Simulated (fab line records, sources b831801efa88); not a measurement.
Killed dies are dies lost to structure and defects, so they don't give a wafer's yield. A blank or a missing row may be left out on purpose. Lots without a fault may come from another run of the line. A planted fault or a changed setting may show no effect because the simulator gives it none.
fab line records | flow sky130
record lots=5 wafers=15 last_day=49
route steps=708 shown RES_PROTECT@211 POLY_GATE@213 LDD_N@237
lots that met no fault: from a run of the same line without faults
start_h: hours from the record's first day to the start of the lot's first wafer shown | wait_h: hours since the lot's step before | " the same as in the row above | L1.1+2: a row that stands for several wafers | - no value, or no start given | * or withheld: withheld | < > ~ a bound
route shown NAME@n: a module of which the file shows steps, and the number in the route of the first | usual: mean/standard deviation of fault-free wafers | same: alike in all rows | chamber/n: place in a boat | sites: the reading at each site | _std_site: their standard deviation | _edge_site: outer sites' mean less inner sites' | radius_mm: how far each site lies from the wafer's centre | mask NAME#n: copy n | behind: the tool/chamber that last shaped the wafer | hold: why the lot was held/for how many hours/how that ended | device: the transistor (n, p or np) that didn't switch | end of line: the same wafers' tests at the end of the route | a step without rows: its recipe alone | killed: dies lost to structure and defects at the first sort, not the wafer's yield | map: a wafer's dies, x killed, . not, _ none there
set.NAME: the setting as run; set.NAME@STEP: as run at that earlier step | model.NAME: the simulator's own value behind a step, which no gauge read
lots at some steps of the route; a table a step, a row a wafer
services: from which hour (start_h, from the record's first day; less than 0 if before it) a tool's chamber was out of use, for how many hours, and why
## steps
# step SKY_RES_PROTECT_PEB_05
# recipe temp_c=withheld time_s=* resist=NOVOLAK
# same time_s=*
# columns lot.wafer tool chamber start_h wait_h
L081.1+5+6 litho_track-01 0 - -
L082.1+5+6 litho_track-01 0 - -
L085.3+5+6 litho_track-02 0 - -
L090.2+3+4 litho_track-01 0 - -
L091.1+3+5 litho_track-02 0 - -
# step SKY_RES_PROTECT_DEVELOP_06
# recipe resist=NOVOLAK developer=TMAH develop_time_s=60 dev_temp_c=23
# usual developer_temp_C=22.99/0.13
# same develop_time_s=60
# columns lot.wafer tool chamber start_h wait_h developer_temp_C
L081.1 litho_track-01 0 398.09 0.1 22.96
L081.5 " 0 " " 22.94
L081.6 " 0 " " 22.94
L082.1 litho_track-01 0 408.64 0.1 23.01
L082.5 " 0 " " 23.08
L082.6 " 0 " " 23.02
L085.3 litho_track-02 0 435.06 0.1 23.20
L085.5 " 0 " " 23.17
L085.6 " 0 " " 23.11
L090.2 litho_track-01 0 474.81 0.1 22.88
L090.3 " 0 " " 22.90
L090.4 " 0 " " 22.82
L091.1 litho_track-02 0 484.55 0.1 22.99
L091.3 " 0 " " 23.03
L091.5 " 0 " " 22.98
# step SKY_POLY_GATE_IMPLANT_02
# recipe species=P energy_kev=30 dose_cm2=7.7e+15 tilt_deg=0
# columns lot.wafer tool chamber start_h wait_h
L081.1+5+6 implanter-04 0 398.24 0.1
L082.1+5+6 implanter-01 0 408.79 0.1
L085.3+5+6 implanter-01 0 435.21 0.1
L090.2+3+4 implanter-04 0 474.96 0.1
L091.1+3+5 implanter-04 0 484.70 0.1
# step SKY_RES_PROTECT_STRIP_07
# recipe chemistry=O2/N2 power_w=1400 pressure_mtorr=1500 platen_temp_c=withheld o2_flow_sccm=3000 n2_flow_sccm=300 overash_fraction=0.5
# usual drypump_motor_current_A=5.7/0.39 oes_product_au=0.517/0.005 strip_time_to_endpoint_s=23.30/0.04
# columns lot.wafer tool chamber start_h wait_h drypump_motor_current_A oes_product_au rf_hours_counter_h strip_time_to_endpoint_s
L081.1 plasma_asher-03 0 398.39 0.1 6.4 0.516 57 23.30
L081.5 " 1 " " 5.3 0.521 - 23.30
L081.6 " 0 " " 6.4 0.518 - 23.29
L082.1 plasma_asher-03 0 408.94 0.1 6.4 0.518 58 23.34
L082.5 " 1 " " 5.3 0.508 - 23.31
L082.6 " 0 " " 6.4 0.524 - 23.30
L085.3 plasma_asher-02 0 435.34 0.1 5.4 0.521 - 23.28
L085.5 " 1 " " 5.7 0.521 - 23.31
L085.6 " 0 " " 5.4 0.510 - 23.24
L090.2 plasma_asher-02 0 475.09 0.1 5.4 0.507 36 23.27
L090.3 " 0 " " 5.4 0.509 - 23.26
L090.4 " 1 " " 5.7 0.515 - 23.27
L091.1 plasma_asher-01 1 484.85 0.1 6.0 0.520 6 23.27
L091.3 " 1 " " 6.0 0.526 - 23.27
L091.5 " 1 " " 6.0 0.524 - 23.29
# step SKY_RES_PROTECT_TW_MEAS_08
# usual POLY_GATE_TW=4022/31
# columns lot.wafer tool chamber start_h wait_h POLY_GATE_TW
L081.1 film_metro-04 - 398.49 0.1 3992
L081.5 " - " " 4004
L081.6 " - " " 3993
L082.1 film_metro-03 - 409.04 0.1 4029
L082.5 " - " " 4034
L082.6 " - " " 4058
L085.3 film_metro-03 - 435.43 0.1 4063
L085.5 " - " " 4061
L085.6 " - " " 4036
L090.2 film_metro-04 - 475.20 0.1 3977
L090.3 " - " " 4019
L090.4 " - " " 3993
L091.1 film_metro-04 - 484.95 0.1 4006
L091.3 " - " " 3995
L091.5 " - " " 4001
# step SKY_RES_PROTECT_CLEAN_09
# recipe chemistry=SC1/SC2 mix=1:4:20 temp_c=70 time_s=150 dry=n2_spin
# usual bath_heat_duty_pct=12.7/1.3
# same time_s=150
# columns lot.wafer tool chamber start_h wait_h bath_heat_duty_pct
L081.1 wet_bench-04 2 398.55 0.1 12.7
L081.5 " 2 " " 13.8
L081.6 " 2 " " 11.8
L082.1 wet_bench-01 3 409.10 0.1 14.5
L082.5 " 3 " " 14.5
L082.6 " 3 " " 14.3
L085.3 wet_bench-01 2 435.47 0.0 12.6
L085.5 " 2 " " 12.4
L085.6 " 2 " " 10.9
L090.2 wet_bench-02 0 475.25 0.0 12.5
L090.3 " 0 " " 14.0
L090.4 " 0 " " 13.5
L091.1 wet_bench-02 3 485.01 0.1 13.5
L091.3 " 3 " " 13.8
L091.5 " 3 " " 13.5
# step SKY_POLY_GATE_CVD_03
# recipe material=Si3N4 precursor=DCS/NH3 target_thk_nm=75 temp_c=770 time_s=1290 pressure_mtorr=250
# usual spike_tc_bottom_C=789.8/1.4 zone_power_lower_pct=13.0/1.5
# same time_s=1290
# columns lot.wafer tool chamber start_h wait_h spike_tc_bottom_C zone_power_lower_pct
L081.1 lpcvd-02 1 398.60 0.0 788.8 14.8
L081.5 " 1 " " 790.3 15.0
L081.6 " 1 " " 791.2 14.8
L082.1 lpcvd-02 1 409.15 0.0 789.1 15.0
L082.5 " 1 " " 791.5 15.1
L082.6 " 1 " " 790.8 15.0
L085.3 lpcvd-02 0 435.52 0.0 788.6 11.8
L085.5 " 0 " " 790.7 11.8
L085.6 " 0 " " 790.1 11.8
L090.2 lpcvd-02 0 475.30 0.0 789.0 11.9
L090.3 " 0 " " 787.9 12.0
L090.4 " 0 " " 788.9 11.9
L091.1 lpcvd-02 0 485.06 0.0 790.2 11.9
L091.3 " 0 " " 789.6 11.8
L091.5 " 0 " " 788.0 12.0
# step SKY_POLY_GATE_THK_MEAS_04
# recipe reads=Si3N4_of_POLY_GATE_CVD_03
# usual POLY_GATE_CVD_03_THK=75.1/0.8
# columns lot.wafer tool chamber start_h wait_h POLY_GATE_CVD_03_THK[nm]
L081.1 film_metro-04 - 399.96 0.0 75.5
L081.5 " - " " 75.3
L081.6 " - " " 76.0
L082.1 film_metro-01 - 410.51 0.0 74.9
L082.5 " - " " 75.3
L082.6 " - " " 75.0
L085.3 film_metro-02 - 437.57 0.0 74.4
L085.5 " - " " 74.4
L085.6 " - " " 75.0
L090.2 film_metro-04 - 476.67 0.0 75.6
L090.3 " - " " 75.5
L090.4 " - " " 75.4
L091.1 film_metro-01 - 486.42 0.0 73.6
L091.3 " - " " 73.7
L091.5 " - " " 74.2
# step SKY_POLY_GATE_DEHYDRATE_05
# recipe temp_c=200 time_s=60
# same time_s=60
# columns lot.wafer tool chamber start_h wait_h
L081.1+5+6 litho_track-02 0 414.61 14.6
L082.1+5+6 litho_track-03 0 424.52 14.0
L085.3+5+6 litho_track-02 0 452.36 14.8
L090.2+3+4 litho_track-04 0 491.18 14.5
L091.1+3+5 litho_track-02 0 501.40 15.0
# step SKY_POLY_GATE_HMDS_06
# recipe prime_time_s=60 prime_temp_c=120
# columns lot.wafer tool chamber start_h wait_h
L081.1+5+6 litho_track-02 0 414.76 0.1
L082.1+5+6 litho_track-03 0 424.67 0.1
L085.3+5+6 litho_track-02 0 452.51 0.1
L090.2+3+4 litho_track-04 0 491.33 0.1
L091.1+3+5 litho_track-02 0 501.55 0.1
# step SKY_POLY_GATE_COAT_07
# recipe resist=BARC temp_c=withheld time_s=withheld spin_rpm=3000 resist_thk_nm=110
# columns lot.wafer tool chamber start_h wait_h
L081.1+5+6 litho_track-02 0 414.91 0.1
L082.1+5+6 litho_track-03 0 424.82 0.1
L085.3+5+6 litho_track-02 0 452.66 0.1
L090.2+3+4 litho_track-04 0 491.48 0.1
L091.1+3+5 litho_track-02 0 501.70 0.1
# step SKY_POLY_GATE_COAT_08
# recipe resist=KrF-thick spin_rpm=3000 resist_thk_nm=450
# columns lot.wafer tool chamber start_h wait_h
L081.1+5+6 litho_track-02 0 - -
L082.1+5+6 litho_track-03 0 - -
L085.3+5+6 litho_track-02 0 - -
L090.2+3+4 litho_track-04 0 - -
L091.1+3+5 litho_track-02 0 - -
# step SKY_POLY_GATE_SOFTBAKE_09
# recipe temp_c=100 time_s=90 resist=KrF-thick
# same time_s=90
# columns lot.wafer tool chamber start_h wait_h
L081.1+5+6 litho_track-02 0 - -
L082.1+5+6 litho_track-03 0 - -
L085.3+5+6 litho_track-02 0 - -
L090.2+3+4 litho_track-04 0 - -
L091.1+3+5 litho_track-02 0 - -
# step SKY_POLY_GATE_EXPOSE_10
# recipe mask_id=P1M na=0.68 source_shape=conventional sigma_outer=0.6 target_cd_nm=150 dose_mj=28
# same sigma_outer=0.6
# columns lot.wafer tool chamber start_h wait_h mask
L081.1+5+6 krf_scanner-02 0 - - P1M#0
L082.1+5+6 krf_scanner-01 0 - - P1M#0
L085.3+5+6 krf_scanner-01 0 - - P1M#0
L090.2+3+4 krf_scanner-02 0 - - P1M#0
L091.1+3+5 krf_scanner-01 0 - - P1M#0
# step SKY_POLY_GATE_PEB_11
# recipe peb_temp_c=withheld peb_time_s=withheld resist=KrF-thick
# columns lot.wafer tool chamber start_h wait_h
L081.1+5+6 litho_track-04 0 - -
L082.1+5+6 litho_track-04 0 - -
L085.3+5+6 litho_track-04 0 - -
L090.2+3+4 litho_track-03 0 - -
L091.1+3+5 litho_track-04 0 - -
# step SKY_POLY_GATE_DEVELOP_12
# recipe develop_time_s=60 resist=KrF-thick dev_temp_c=22.14
# usual developer_temp_C=22.13/0.1
# same develop_time_s=60
# columns lot.wafer tool chamber start_h wait_h developer_temp_C
L081.1 litho_track-04 0 - - 22.00
L081.5 " 0 " " 21.95
L081.6 " 0 " " 22.06
L082.1 litho_track-04 0 - - 22.15
L082.5 " 0 " " 22.18
L082.6 " 0 " " 22.14
L085.3 litho_track-04 0 - - 22.45
L085.5 " 0 " " 22.03
L085.6 " 0 " " 22.24
L090.2 litho_track-03 0 - - 22.05
L090.3 " 0 " " 22.04
L090.4 " 0 " " 22.06
L091.1 litho_track-04 0 - - 22.14
L091.3 " 0 " " 21.97
L091.5 " 0 " " 22.04
# step SKY_POLY_GATE_CD_MEAS_13
# recipe target_cd_nm=150
# usual cd_nm=150.5/1.5
# columns lot.wafer tool chamber start_h wait_h cd_nm
L081.1 cd_sem-01 - 431.00 - 149.9
L081.5 " - " " 151.4
L081.6 " - " " 150.6
L082.1 cd_sem-02 - 440.50 - 149.7
L082.5 " - " " 149.9
L082.6 " - " " 150.3
L085.3 cd_sem-01 - 468.64 - 150.2
L085.5 " - " " 149.4
L085.6 " - " " 149.5
L090.2 cd_sem-02 - 507.64 - 150.2
L090.3 " - " " 150.6
L090.4 " - " " 150.4
L091.1 cd_sem-02 - 516.80 - 149.5
L091.3 " - " " 149.0
L091.5 " - " " 150.6
# step SKY_POLY_GATE_OVL_MEAS_14
# usual POLY_GATE_OVL=4/8
# columns lot.wafer tool chamber start_h wait_h POLY_GATE_OVL[nm]
L081.1 overlay-02 - 431.12 0.1 3
L081.5 " - " " -4
L081.6 " - " " 11
L082.1 overlay-02 - 440.62 0.1 4
L082.5 " - " " 15
L082.6 " - " " 4
L085.3 overlay-02 - 468.73 0.1 13
L085.5 " - " " 5
L085.6 " - " " 3
L090.2 overlay-01 - 507.75 0.1 0
L090.3 " - " " 8
L090.4 " - " " -7
L091.1 overlay-02 - 516.92 0.1 0
L091.3 " - " " 1
L091.5 " - " " -12
# step SKY_POLY_GATE_ETCH_15
# recipe chemistry=N2/H2 target=BARC ion_energy_ev=200 source_w=500 bias_w=100 pressure_mtorr=30 n2_flow_sccm=100 h2_flow_sccm=200 stop_on=SiO2 time_s=118.5 target_depth_a=1100
# usual drypump_motor_current_A=5.7/0.48 oes_product_au=0.716/0.0048 throttle_valve_pct=13.213/0.0087
# same time_s=118.5
# columns lot.wafer tool chamber start_h wait_h drypump_motor_current_A oes_product_au rf_hours_counter_h throttle_valve_pct
L081.1 rie_diel-02 2 431.16 0.0 6.3 0.714 76 13.223
L081.5 " 3 " " 6.0 0.719 - 13.208
L081.6 " 2 " " 6.3 0.718 - 13.202
L082.1 rie_diel-04 2 440.66 0.0 4.8 0.710 7 13.209
L082.5 " 0 " " 5.2 0.716 - 13.215
L082.6 " 3 " " 5.6 0.720 - 13.224
L085.3 rie_diel-02 3 468.76 0.0 6.0 0.713 3 13.218
L085.5 " 0 " " 5.5 0.716 - 13.208
L085.6 " 3 " " 6.0 0.716 - 13.220
L090.2 rie_diel-03 1 507.78 0.0 5.9 0.705 87 13.197
L090.3 " 2 " " 5.0 0.717 13 13.208
L090.4 " 3 " " 6.4 0.713 73 13.216
L091.1 rie_diel-03 0 516.96 0.0 6.4 0.718 3 13.213
L091.3 " 2 " " 5.0 0.718 13 13.229
L091.5 " 1 " " 5.8 0.716 - 13.204
# step SKY_POLY_GATE_ETCH_16
# recipe stop_on=poly-Si chemistry=CH3F/O2 target=Si3N4 source_w=400 bias_w=80 pressure_mtorr=25 ch3f_flow_sccm=40 O2_flow_sccm=30 time_s=147.5 target_depth_a=750
# usual drypump_motor_current_A=5.7/0.48 oes_product_au=0.641/0.0053 throttle_valve_pct=10.537/0.0088
# same time_s=147.5
# columns lot.wafer tool chamber start_h wait_h drypump_motor_current_A oes_product_au rf_hours_counter_h throttle_valve_pct
L081.1 rie_diel-02 2 431.24 0.0 6.2 0.640 76 10.532
L081.5 " 3 " " 6.0 0.636 - 10.531
L081.6 " 2 " " 6.2 0.642 - 10.534
L082.1 rie_diel-04 2 440.74 0.0 4.8 0.638 7 10.545
L082.5 " 0 " " 5.1 0.649 - 10.531
L082.6 " 3 " " 5.6 0.635 - 10.527
L085.3 rie_diel-02 3 468.84 0.0 6.0 0.633 3 10.552
L085.5 " 0 " " 5.5 0.646 - 10.542
L085.6 " 3 " " 6.0 0.643 - 10.541
L090.2 rie_diel-03 1 507.86 0.0 5.9 0.646 87 10.537
L090.3 " 2 " " 5.1 0.637 13 10.531
L090.4 " 3 " " 6.3 0.642 73 10.541
L091.1 rie_diel-03 0 517.04 0.0 6.4 0.641 3 10.552
L091.3 " 2 " " 5.1 0.637 13 10.529
L091.5 " 1 " " 5.9 0.632 - 10.540
# step SKY_POLY_GATE_ETCH_17
# recipe target_depth_nm=180 stop_on=SiO2 over_etch_frac=0.56667 chemistry=HBr/Cl2 target=poly-Si icp_w=400 bias_w=100 pressure_mtorr=10 HBr_flow_sccm=150 Cl2_flow_sccm=50 time_s=70.5
# usual drypump_motor_current_A=5.7/0.55 oes_product_au=0.990/0.0065 throttle_valve_pct=33.684/0.0084
# same time_s=70.5
# columns lot.wafer tool chamber start_h wait_h drypump_motor_current_A oes_product_au rf_hours_counter_h throttle_valve_pct
L081.1 rie_si-02 2 431.34 0.0 4.7 0.991 34 33.682
L081.5 " 1 " " 4.9 0.989 - 33.682
L081.6 " 2 " " 4.7 0.981 - 33.692
L082.1 rie_si-01 0 440.84 0.0 5.7 0.993 6 33.701
L082.5 " 1 " " 5.7 0.987 - 33.689
L082.6 " 0 " " 5.8 0.983 - 33.680
L085.3 rie_si-01 1 468.94 0.0 5.7 0.997 1 33.688
L085.5 " 0 " " 5.7 0.988 - 33.690
L085.6 " 3 " " 6.0 0.992 - 33.684
L090.2 rie_si-02 0 507.96 0.0 6.7 0.990 2 33.684
L090.3 " 2 " " 4.8 0.979 34 33.672
L090.4 " 1 " " 4.9 0.982 6 33.683
L091.1 rie_si-01 0 517.14 0.0 5.7 0.982 7 33.686
L091.3 " 3 " " 6.0 0.991 3 33.690
L091.5 " 0 " " 5.7 0.990 - 33.687
# step SKY_POLY_GATE_STRIP_18
# recipe chemistry=O2/N2 power_w=1400 pressure_mtorr=1500 platen_temp_c=withheld o2_flow_sccm=3000 n2_flow_sccm=300 overash_fraction=0.5
# usual drypump_motor_current_A=5.9/0.42 oes_product_au=0.361/0.0048 strip_time_to_endpoint_s=3.172/0.026
# columns lot.wafer tool chamber start_h wait_h drypump_motor_current_A oes_product_au rf_hours_counter_h strip_time_to_endpoint_s
L081.1 plasma_asher-02 0 431.39 0.0 5.4 0.373 31 3.207
L081.5 " 1 " " 5.7 0.367 - 3.235
L081.6 " 0 " " 5.4 0.359 - 3.215
L082.1 plasma_asher-02 0 440.89 0.0 5.4 0.362 32 3.130
L082.5 " 1 " " 5.7 0.359 - 3.150
L082.6 " 0 " " 5.4 0.348 - 3.182
L085.3 plasma_asher-04 1 469.03 0.1 6.5 0.366 - 3.216
L085.5 " 0 " " 6.4 0.355 - 3.174
L085.6 " 1 " " 6.5 0.364 - 3.218
L090.2 plasma_asher-04 0 508.01 0.0 6.5 0.367 84 3.167
L090.3 " 0 " " 6.4 0.352 - 3.188
L090.4 " 1 " " 6.5 0.357 - 3.188
L091.1 plasma_asher-01 1 517.19 0.0 5.9 0.356 9 3.131
L091.3 " 0 " " 5.8 0.355 - 3.127
L091.5 " 1 " " 5.9 0.364 - 3.166
# step SKY_POLY_GATE_CLEAN_19
# recipe chemistry=SC1/SC2 mix=1:4:20 temp_c=70 time_s=150 dry=n2_spin
# usual bath_heat_duty_pct=13.0/1.3
# same time_s=150
# columns lot.wafer tool chamber start_h wait_h bath_heat_duty_pct
L081.1 wet_bench-04 0 431.49 0.1 11.5
L081.5 " 0 " " 11.9
L081.6 " 0 " " 11.7
L082.1 wet_bench-03 1 440.99 0.1 13.1
L082.5 " 1 " " 14.3
L082.6 " 1 " " 13.1
L085.3 wet_bench-02 3 469.09 0.0 13.7
L085.5 " 3 " " 12.8
L085.6 " 3 " " 13.9
L090.2 wet_bench-03 0 508.11 0.1 13.3
L090.3 " 0 " " 12.9
L090.4 " 0 " " 13.2
L091.1 wet_bench-02 0 517.29 0.1 12.1
L091.3 " 0 " " 12.3
L091.5 " 0 " " 13.4
# step SKY_POLY_GATE_OXIDATION_20
# recipe temp_c=850 ambient=O2 stabilise_s=600 purge_s=300 target_thk_a=40 ox_time_s=899
# usual spike_tc_bottom_C=869.7/1.4 zone_power_lower_pct=16.8/1.3
# columns lot.wafer tool chamber start_h wait_h spike_tc_bottom_C zone_power_lower_pct
L081.1 furnace-01 0 431.72 0.1 870.4 18.0
L081.5 " 0 " " 870.1 17.8
L081.6 " 0 " " 868.2 17.9
L082.1 furnace-02 0 443.78 2.7 871.1 15.1
L082.5 " 0 " " 868.0 15.3
L082.6 " 0 " " 869.7 15.2
L085.3 furnace-01 0 469.14 0.0 869.8 17.9
L085.5 " 0 " " 870.8 17.9
L085.6 " 0 " " 868.4 17.7
L090.2 furnace-02 0 508.53 0.4 866.7 15.1
L090.3 " 0 " " 867.4 15.2
L090.4 " 0 " " 868.5 15.2
L091.1 furnace-02 0 517.71 0.4 870.2 14.9
L091.3 " 0 " " 867.9 15.0
L091.5 " 0 " " 868.7 15.2
# step SKY_POLY_GATE_THK_MEAS_21
# recipe reads=SiO2_of_POLY_GATE_OXIDATION_20
# usual POLY_GATE_OXIDATION_THK=3.99/0.072
# columns lot.wafer tool chamber start_h wait_h POLY_GATE_OXIDATION_THK[nm]
L081.1 film_metro-01 - 432.97 0.0 3.95
L081.5 " - " " 3.94
L081.6 " - " " 3.89
L082.1 film_metro-04 - 445.03 0.0 4.12
L082.5 " - " " 4.12
L082.6 " - " " 4.14
L085.3 film_metro-02 - 470.41 0.0 3.89
L085.5 " - " " 3.89
L085.6 " - " " 3.98
L090.2 film_metro-01 - 509.79 0.0 4.00
L090.3 " - " " 4.06
L090.4 " - " " 4.06
L091.1 film_metro-02 - 518.96 0.0 3.96
L091.3 " - " " 3.96
L091.5 " - " " 3.95
# step SKY_POLY_GATE_CD_MEAS_22
# usual cd_nm=150.4/1.8
# columns lot.wafer tool chamber start_h wait_h cd_nm
L081.1 cd_sem-02 - 433.03 0.1 151.4
L081.5 " - " " 149.7
L081.6 " - " " 152.5
L082.1 cd_sem-02 - 445.09 0.1 151.0
L082.5 " - " " 149.9
L082.6 " - " " 151.6
L085.3 cd_sem-01 - 470.51 0.1 150.5
L085.5 " - " " 150.0
L085.6 " - " " 148.9
L090.2 cd_sem-02 - 509.87 0.1 150.6
L090.3 " - " " 148.0
L090.4 " - " " 149.3
L091.1 cd_sem-02 - 519.02 0.1 149.8
L091.3 " - " " 149.5
L091.5 " - " " 151.2
# step SKY_LDD_N_DEHYDRATE_00
# recipe temp_c=200 time_s=60
# same time_s=60
# columns lot.wafer tool chamber start_h wait_h
L081.1+5+6 litho_track-04 0 448.30 15.2
L082.1+5+6 litho_track-03 0 459.52 14.4
L085.3+5+6 litho_track-01 0 484.89 14.4
L090.2+3+4 litho_track-04 0 524.33 14.4
L091.1+3+5 litho_track-03 0 533.82 14.8
# step SKY_LDD_N_HMDS_01
# recipe prime_time_s=60 prime_temp_c=120
# columns lot.wafer tool chamber start_h wait_h
L081.1+5+6 litho_track-04 0 448.45 0.1
L082.1+5+6 litho_track-03 0 459.67 0.1
L085.3+5+6 litho_track-01 0 485.04 0.1
L090.2+3+4 litho_track-04 0 524.48 0.1
L091.1+3+5 litho_track-03 0 533.97 0.1
# step SKY_LDD_N_COAT_02
# recipe resist=NOVOLAK spin_rpm=3000 resist_thk_nm=300
# columns lot.wafer tool chamber start_h wait_h
L081.1+5+6 litho_track-04 0 448.60 0.1
L082.1+5+6 litho_track-03 0 459.82 0.1
L085.3+5+6 litho_track-01 0 485.19 0.1
L090.2+3+4 litho_track-04 0 524.63 0.1
L091.1+3+5 litho_track-03 0 534.12 0.1
# step SKY_LDD_N_SOFTBAKE_03
# recipe temp_c=90 time_s=60 resist=NOVOLAK
# same time_s=60
# columns lot.wafer tool chamber start_h wait_h
L081.1+5+6 litho_track-04 0 448.75 0.1
L082.1+5+6 litho_track-03 0 459.97 0.1
L085.3+5+6 litho_track-01 0 485.34 0.1
L090.2+3+4 litho_track-04 0 524.78 0.1
L091.1+3+5 litho_track-03 0 534.27 0.1
# step SKY_LDD_N_EXPOSE_04
# recipe mask_id=NTM target_cd_nm=840 na=0.6 source_shape=conventional sigma_outer=0.6 dose_mj=110
# same sigma_outer=0.6
# columns lot.wafer tool chamber start_h wait_h mask
L081.1+5+6 iline_stepper-02 0 - - NTM#0
L082.1+5+6 iline_stepper-02 0 - - NTM#0
L085.3+5+6 iline_stepper-02 0 - - NTM#0
L090.2+3+4 iline_stepper-01 0 - - NTM#0
L091.1+3+5 iline_stepper-01 0 - - NTM#0
# step SKY_LDD_N_PEB_05
# recipe temp_c=withheld time_s=* resist=NOVOLAK
# same time_s=*
# columns lot.wafer tool chamber start_h wait_h
L081.1+5+6 litho_track-01 0 - -
L082.1+5+6 litho_track-04 0 - -
L085.3+5+6 litho_track-01 0 - -
L090.2+3+4 litho_track-03 0 - -
L091.1+3+5 litho_track-03 0 - -
# step SKY_LDD_N_DEVELOP_06
# recipe develop_time_s=60 dev_temp_c=23
# usual developer_temp_C=23.01/0.1
# same develop_time_s=60
# columns lot.wafer tool chamber start_h wait_h developer_temp_C
L081.1 litho_track-01 0 464.44 0.1 22.90
L081.5 " 0 " " 22.87
L081.6 " 0 " " 22.95
L082.1 litho_track-04 0 475.25 0.1 22.98
L082.5 " 0 " " 23.17
L082.6 " 0 " " 22.97
L085.3 litho_track-01 0 500.94 0.1 22.84
L085.5 " 0 " " 22.91
L085.6 " 0 " " 22.94
L090.2 litho_track-03 0 539.85 0.1 23.09
L090.3 " 0 " " 23.17
L090.4 " 0 " " 23.15
L091.1 litho_track-03 0 548.97 0.1 23.07
L091.3 " 0 " " 23.15
L091.5 " 0 " " 23.11
# step SKY_LDD_N_OVL_MEAS_07
# usual LDD_N_OVL=-0.7/1.3
# columns lot.wafer tool chamber start_h wait_h LDD_N_OVL[nm]
L081.1 overlay-01 - 464.59 0.1 0.4
L081.5 " - " " -2.3
L081.6 " - " " -0.6
L082.1 overlay-01 - 475.40 0.1 2.4
L082.5 " - " " 0.3
L082.6 " - " " 1.4
L085.3 overlay-01 - 501.05 0.1 -0.7
L085.5 " - " " -0.7
L085.6 " - " " -1.4
L090.2 overlay-01 - 539.98 0.1 -0.7
L090.3 " - " " -1.1
L090.4 " - " " -0.3
L091.1 overlay-01 - 549.12 0.1 -1.1
L091.3 " - " " -1.6
L091.5 " - " " -1.7
# step SKY_LDD_N_IMPLANT_08
# recipe species=As energy_kev=20 dose_cm2=7.5e+13 tilt_deg=withheld rotation_deg=23
# columns lot.wafer tool chamber start_h wait_h
L081.1+5+6 implanter-02 0 464.63 0.0
L082.1+5+6 implanter-03 0 475.44 0.0
L085.3+5+6 implanter-02 0 501.13 0.1
L090.2+3+4 implanter-02 0 540.03 0.0
L091.1+3+5 implanter-02 0 549.16 0.0
# step SKY_LDD_N_IMPLANT_09
# recipe species=As energy_kev=20 dose_cm2=7.5e+13 tilt_deg=withheld rotation_deg=113
# columns lot.wafer tool chamber start_h wait_h
L081.1+5+6 implanter-02 0 464.78 0.1
L082.1+5+6 implanter-03 0 475.59 0.1
L085.3+5+6 implanter-02 0 501.28 0.1
L090.2+3+4 implanter-02 0 540.18 0.1
L091.1+3+5 implanter-02 0 549.31 0.1
# step SKY_LDD_N_IMPLANT_10
# recipe species=As energy_kev=20 dose_cm2=7.5e+13 tilt_deg=withheld rotation_deg=203
# columns lot.wafer tool chamber start_h wait_h
L081.1+5+6 implanter-02 0 464.93 0.1
L082.1+5+6 implanter-03 0 475.74 0.1
L085.3+5+6 implanter-02 0 501.43 0.1
L090.2+3+4 implanter-02 0 540.33 0.1
L091.1+3+5 implanter-02 0 549.46 0.1
# step SKY_LDD_N_IMPLANT_11
# recipe species=As energy_kev=20 dose_cm2=7.5e+13 tilt_deg=withheld rotation_deg=293
# columns lot.wafer tool chamber start_h wait_h
L081.1+5+6 implanter-02 0 465.08 0.1
L082.1+5+6 implanter-03 0 475.89 0.1
L085.3+5+6 implanter-02 0 501.58 0.1
L090.2+3+4 implanter-02 0 540.48 0.1
L091.1+3+5 implanter-02 0 549.61 0.1
# step SKY_LDD_N_IMPLANT_12
# recipe species=BF2 energy_kev=50 dose_cm2=5e+12 tilt_deg=30 rotation_deg=0
# columns lot.wafer tool chamber start_h wait_h
L081.1+5+6 implanter-02 0 465.23 0.1
L082.1+5+6 implanter-03 0 476.04 0.1
L085.3+5+6 implanter-02 0 501.73 0.1
L090.2+3+4 implanter-02 0 540.63 0.1
L091.1+3+5 implanter-02 0 549.76 0.1
# step SKY_LDD_N_IMPLANT_13
# recipe species=BF2 energy_kev=50 dose_cm2=5e+12 tilt_deg=30 rotation_deg=90
# columns lot.wafer tool chamber start_h wait_h
L081.1+5+6 implanter-02 0 465.38 0.1
L082.1+5+6 implanter-03 0 476.19 0.1
L085.3+5+6 implanter-02 0 501.88 0.1
L090.2+3+4 implanter-02 0 540.78 0.1
L091.1+3+5 implanter-02 0 549.91 0.1
# step SKY_LDD_N_IMPLANT_14
# recipe species=BF2 energy_kev=50 dose_cm2=5e+12 tilt_deg=30 rotation_deg=180
# columns lot.wafer tool chamber start_h wait_h
L081.1+5+6 implanter-02 0 465.53 0.1
L082.1+5+6 implanter-03 0 476.34 0.1
L085.3+5+6 implanter-02 0 502.03 0.1
L090.2+3+4 implanter-02 0 540.93 0.1
L091.1+3+5 implanter-02 0 550.06 0.1
# step SKY_LDD_N_IMPLANT_15
# recipe species=BF2 energy_kev=50 dose_cm2=5e+12 tilt_deg=30 rotation_deg=270
# columns lot.wafer tool chamber start_h wait_h
L081.1+5+6 implanter-02 0 465.68 0.1
L082.1+5+6 implanter-03 0 476.49 0.1
L085.3+5+6 implanter-02 0 502.18 0.1
L090.2+3+4 implanter-02 0 541.08 0.1
L091.1+3+5 implanter-02 0 550.21 0.1
## services
# columns tool chamber start_h hours kind
implanter-02 - 374.08 5.8 pm
krf_scanner-01 - 374.65 1.3 pm
rie_diel-02 - 392.18 2.8 pm
implanter-04 - 394.13 2.2 pm
implanter-03 - 398.68 0.7 repair
rie_si-01 0 403.31 1.2 repair
krf_scanner-01 - 413.27 3.0 pm
implanter-04 - 421.97 3.5 repair
krf_scanner-01 - 422.76 1.0 pm
furnace-02 - 439.62 2.6 pm
lpcvd-02 - 446.10 2.8 pm
plasma_asher-02 - 446.53 1.2 repair
rie_diel-02 0 454.96 6.2 repair
iline_stepper-02 - 461.26 3.3 repair
rie_diel-02 - 465.49 1.5 repair
krf_scanner-01 - 466.55 0.8 pm
implanter-02 - 476.68 1.7 repair
rie_diel-02 1 481.17 26.9 repair
rie_diel-02 3 488.55 4.4 repair
rie_diel-03 1 496.46 3.1 repair
rie_diel-03 2 517.88 1.3 repair
implanter-02 - 530.36 5.9 repair
implanter-03 - 532.71 3.8 pm
rie_diel-03 - 540.21 14.6 pm
## key
fault none
